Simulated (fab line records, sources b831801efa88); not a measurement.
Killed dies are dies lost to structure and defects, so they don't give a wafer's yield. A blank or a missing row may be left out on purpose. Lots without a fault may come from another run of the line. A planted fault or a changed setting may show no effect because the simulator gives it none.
A struck lot beside a sound one | flow gf180mcu | 17 steps out of a route of 602
Sound: wafers L465.1, L465.2, L465.6. Struck: wafers L470.1, L470.2, L470.6. The cause comes at the end.
At each step with rows: each side's tool, then ch and its chambers, then its first start. Under that, the readings that differ: sound wafers | struck wafers | difference of the means | sigmas: that difference in standard deviations of wafers without a fault.
alike: readings whose means differ by less than 2 such deviations, and words and numbers that are the same on both sides. not compared: withheld readings, readings that some wafer has no value for, bounds like >300 that may hide the same value, and numbers for which the record gives no deviation and whose values overlap.
The two part at a step that has a row with sigmas, a row that says differs or no value, or rows on one side only. Numbers that don't overlap but have no deviation are shown without sigmas and don't part them. A reading that every wafer of one side lacks parts them only if that side has two wafers or more.

first, 4 steps without rows for these wafers: GF_M4_SOFTBAKE_10 (time 60 s); GF_M4_EXPOSE_11 (exposes mask Metal4, target cd 280 nm); GF_M4_PEB_12 (peb time 90 s); GF_M4_DEVELOP_13 (develop time 60 s).
GF_M4_CD_MEAS_14: target cd 280 nm.
  sound on cd_sem-01, day 23 10:08; struck on cd_sem-01, day 24 15:29
  alike: cd_nm
GF_M4_OVL_MEAS_15:
  sound on overlay-02, day 23 10:16; struck on overlay-02, day 24 15:36
  alike: M4_OVL
GF_M4_METAL_ETCH_16: etches the open film in Cl2/BCl3, stops on SiO2, target depth 750.8 nm, time 125.1 s.
  sound on rie_metal-01 ch 0,1, day 23 10:18; struck on rie_metal-03 ch 0,1, day 24 15:38
  alike: drypump_motor_current_A, oes_product_au, throttle_valve_pct
  not compared: rf_hours_counter_h
GF_M4_STRIP_17: strips in O2/N2.
  sound on plasma_asher-01 ch 0,1, day 23 10:26; struck on plasma_asher-04 ch 0,1, day 24 15:46
  alike: drypump_motor_current_A, heater_power_w, oes_product_au, strip_time_to_endpoint_s
  not compared: rf_hours_counter_h
then, 3 steps without rows for these wafers: GF_M4_STRIP_18 (strips in post etch residue remover, time 1200 s); GF_M4_CLEAN_19 (cleans in DIW); GF_V4_CVD_00 (deposits SiO2, target thk 600 nm, time 100 s).
GF_V4_THK_MEAS_01:
  sound on film_metro-01, day 23 11:04; struck on film_metro-01, day 24 16:23
  alike: V4_CVD_00_THK
GF_V4_CVD_02: deposits SiO2 from TEOS, target thk 850 nm, time 94.851 s.
  sound on pecvd-01 ch 0,2, day 23 11:08; struck on pecvd-03 ch 1,2, day 24 16:26
  reading                             | sound             | struck          | difference | sigmas
  model.SiO2_of_V4_CVD_02.thk_nm (nm) | 842.2 843.1 846.1 | 730.5 722.2 743 | -111.9     |
  alike: heater_power_w
GF_V4_THK_MEAS_03:
  sound on film_metro-04, day 23 11:12; struck on film_metro-04, day 24 16:31
  reading            | sound       | struck      | difference | sigmas
  V4_CVD_02_THK (nm) | 843 844 847 | 730 723 743 | -113       | -11
GF_V4_CMP_04: polishes SiO2.
  sound on cmp-01 ch 0,2, day 23 11:16; struck on cmp-02 ch 2,3, day 24 16:34
  reading                | sound    | struck   | difference | sigmas
  time_to_endpoint_s (s) | 79 71 83 | 34 32 40 | -42        | -8
  alike: motor_current_A
GF_V4_BOW_MEAS_05:
  sound on film_metro-01, day 23 11:34; struck on film_metro-04, day 24 16:52
  alike: V4_BOW
then, 1 step without rows for these wafers: GF_PASSIVATION_PROBE_99.

WHERE THEY PART
First at GF_V4_THK_MEAS_03; last, within this record, at GF_V4_CMP_04. Later steps at which nothing parts them and some readings are alike: GF_V4_BOW_MEAS_05.

WHY: what the simulator had put in
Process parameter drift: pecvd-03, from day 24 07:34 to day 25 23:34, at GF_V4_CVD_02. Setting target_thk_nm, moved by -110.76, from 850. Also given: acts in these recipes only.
